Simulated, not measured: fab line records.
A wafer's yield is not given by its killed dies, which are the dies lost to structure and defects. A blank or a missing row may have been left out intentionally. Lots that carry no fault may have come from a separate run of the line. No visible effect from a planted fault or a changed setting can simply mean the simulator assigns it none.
Which tool did it? + flow sky130 + 36 wafers sampled from 12 lots at 1 step of a route of 708

WHAT EACH GAUGE READ, for each wafer
SKY_LDD_P_TW_MEAS_11.
| lot  | measured     | on            | LDD_P_TW    |
|------|--------------|---------------|-------------|
| L075 | day 18 18:03 | film_metro-01 | 634 635 635 |
| L077 | day 20 09:10 | film_metro-03 | 644 642 638 |
| L079 | day 20 20:35 | film_metro-01 | 637 635 636 |
| L081 | day 21 22:17 | film_metro-04 | 647 649 646 |
| L083 | day 22 10:10 | film_metro-03 | 632 629 636 |
| L085 | day 23 05:57 | film_metro-03 | 644 642 645 |
| L087 | day 23 19:41 | film_metro-03 | 645 642 642 |
| L089 | day 24 12:48 | film_metro-04 | 653 648 649 |
| L091 | day 25 02:01 | film_metro-01 | 627 628 631 |
| L092 | day 26 13:57 | film_metro-03 | 639 643 643 |
| L095 | day 26 16:38 | film_metro-03 | 645 641 640 |
| L097 | day 27 18:52 | film_metro-04 | 647 651 646 |

WHAT TOOL EACH LOT RAN ON (gives the tool, then ch and the chambers of the sampled wafers, and finally the start)
The record shows no process step preceding these readings.

THE ANSWER, worked out from the rows above alone
Rule: the usual values come from the lots themselves. The widest of any qualifying gaps counts: lots, ordered by their means at a reading, are off when they make up no more than a third of the lots, leave a main group of 4 or more, and stand apart from it by 3 or more times the standard deviation of that group's means. A main group is skipped when, at the precision printed for the reading in the tables above, its means are all equal. Also off: a lot with no number at a reading for which 4 or more lots have one. Where the step has rows for the other lots, those lots are counted as sound.
No lot is off at any reading shown: from this, nothing can be told.

WHAT WAS PUT IN BY THE SIMULATOR
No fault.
